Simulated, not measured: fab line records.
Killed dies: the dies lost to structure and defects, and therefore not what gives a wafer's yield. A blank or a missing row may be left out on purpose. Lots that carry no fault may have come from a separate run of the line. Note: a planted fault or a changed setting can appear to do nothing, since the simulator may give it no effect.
Which tool did it? / flow gf180mcu / Sampling: 12 lots, 36 wafers, 2 of 602 route steps

== WHAT THE GAUGES SHOWED, per wafer ==
GF_DUAL_GATE_THK_MEAS_03.
lot=L772; measured=day 8 00:44; on=film metro-03; DUAL_GATE_OXIDATION_00_THK (nm)=11.00 11.06 11.18
lot=L773; measured=day 8 05:07; on=film metro-01; DUAL_GATE_OXIDATION_00_THK (nm)=11.09 11.32 11.05
lot=L775; measured=day 8 20:06; on=film metro-01; DUAL_GATE_OXIDATION_00_THK (nm)=10.96 10.70 10.98
lot=L777; measured=day 9 06:10; on=film metro-03; DUAL_GATE_OXIDATION_00_THK (nm)=11.17 11.27 10.84
lot=L778; measured=day 9 17:47; on=film metro-03; DUAL_GATE_OXIDATION_00_THK (nm)=11.31 11.12 11.29
lot=L779; measured=day 10 00:33; on=film metro-01; DUAL_GATE_OXIDATION_00_THK (nm)=10.83 11.09 10.78
lot=L780; measured=day 10 07:03; on=film metro-03; DUAL_GATE_OXIDATION_00_THK (nm)=12.39 12.38 12.25
lot=L781; measured=day 10 12:05; on=film metro-01; DUAL_GATE_OXIDATION_00_THK (nm)=12.60 12.76 12.59
lot=L782; measured=day 10 17:42; on=film metro-03; DUAL_GATE_OXIDATION_00_THK (nm)=10.80 10.61 10.72
lot=L791; measured=day 13 03:10; on=film metro-01; DUAL_GATE_OXIDATION_00_THK (nm)=10.84 10.86 10.72
lot=L792; measured=day 14 03:32; on=film metro-01; DUAL_GATE_OXIDATION_00_THK (nm)=10.84 10.93 10.76
lot=L794; measured=day 14 07:52; on=film metro-02; DUAL_GATE_OXIDATION_00_THK (nm)=10.55 10.85 10.62

== EACH LOT AND THE TOOL THAT RAN IT (in order: tool; ch and the chambers of the sampled wafers; start) ==
lot=L772; GF_DUAL_GATE_OXIDATION_02=furnace-01 ch 0, day 7 23:16
lot=L773; GF_DUAL_GATE_OXIDATION_02=furnace-01 ch 0, day 8 03:40
lot=L775; GF_DUAL_GATE_OXIDATION_02=furnace-02 ch 0, day 8 18:39
lot=L777; GF_DUAL_GATE_OXIDATION_02=furnace-01 ch 0, day 9 04:42
lot=L778; GF_DUAL_GATE_OXIDATION_02=furnace-02 ch 0, day 9 16:19
lot=L779; GF_DUAL_GATE_OXIDATION_02=furnace-01 ch 0, day 9 23:05
lot=L780; GF_DUAL_GATE_OXIDATION_02=furnace-02 ch 0, day 10 05:35
lot=L781; GF_DUAL_GATE_OXIDATION_02=furnace-02 ch 0, day 10 10:38
lot=L782; GF_DUAL_GATE_OXIDATION_02=furnace-01 ch 0, day 10 16:14
lot=L791; GF_DUAL_GATE_OXIDATION_02=furnace-01 ch 0, day 13 01:43
lot=L792; GF_DUAL_GATE_OXIDATION_02=furnace-02 ch 0, day 14 02:05
lot=L794; GF_DUAL_GATE_OXIDATION_02=furnace-02 ch 0, day 14 06:25
- GF_DUAL_GATE_OXIDATION_02: stabilise 600 s, purge 300 s, target thk 10.887 nm.

== AS READ BY THE TOOLS THEMSELVES (means over the sampled wafers that have a number; for cases with no such wafer, the mark the record gives instead) ==
GF_DUAL_GATE_OXIDATION_02.
lot=L772; tool=furnace-01; zone power lower pct (%)=15.1
lot=L773; tool=furnace-01; zone power lower pct (%)=15.1
lot=L775; tool=furnace-02; zone power lower pct (%)=16.6
lot=L777; tool=furnace-01; zone power lower pct (%)=15.3
lot=L778; tool=furnace-02; zone power lower pct (%)=16.4
lot=L779; tool=furnace-01; zone power lower pct (%)=15.2
lot=L780; tool=furnace-02; zone power lower pct (%)=16.4
lot=L781; tool=furnace-02; zone power lower pct (%)=16.3
lot=L782; tool=furnace-01; zone power lower pct (%)=15.1
lot=L791; tool=furnace-01; zone power lower pct (%)=15.3
lot=L792; tool=furnace-02; zone power lower pct (%)=16.4
lot=L794; tool=furnace-02; zone power lower pct (%)=16.6

== THE ANSWER, worked out from the rows above alone ==
Rule: the lots themselves supply what counts as usual. Put in order of their means at a reading, lots are off if they are a third of the lots or fewer, leave a main group of 4 or more, and stand apart from it by a gap of 3 or more times the standard deviation of the main group's means; of several such gaps the widest counts. If all means in a main group match to the digits the tables above print for the reading, that group is not used. Also off: a lot with no number at a reading for which 4 or more lots have one. All remaining lots with rows at the step are treated as sound. The gauges are gone through in route order, then the tools' own readings, and for those a lot's mean is taken as printed above. At the first step where some lot is off, the reading lying furthest off is the one used; lots without a number count as furthest.
Off: L780, L781, at GF_DUAL_GATE_THK_MEAS_03 (DUAL_GATE_OXIDATION_00_THK). The main group has a mean of 10.94 nm with a standard deviation of 0.18.
A tool fits if, at a process step before that reading, it ran every lot that is off, and no sound lot after the first of them. The gauges at GF_DUAL_GATE_THK_MEAS_03 are tried like those tools. None of those tried fits.

== WHAT HAD BEEN PUT IN BY THE SIMULATOR ==
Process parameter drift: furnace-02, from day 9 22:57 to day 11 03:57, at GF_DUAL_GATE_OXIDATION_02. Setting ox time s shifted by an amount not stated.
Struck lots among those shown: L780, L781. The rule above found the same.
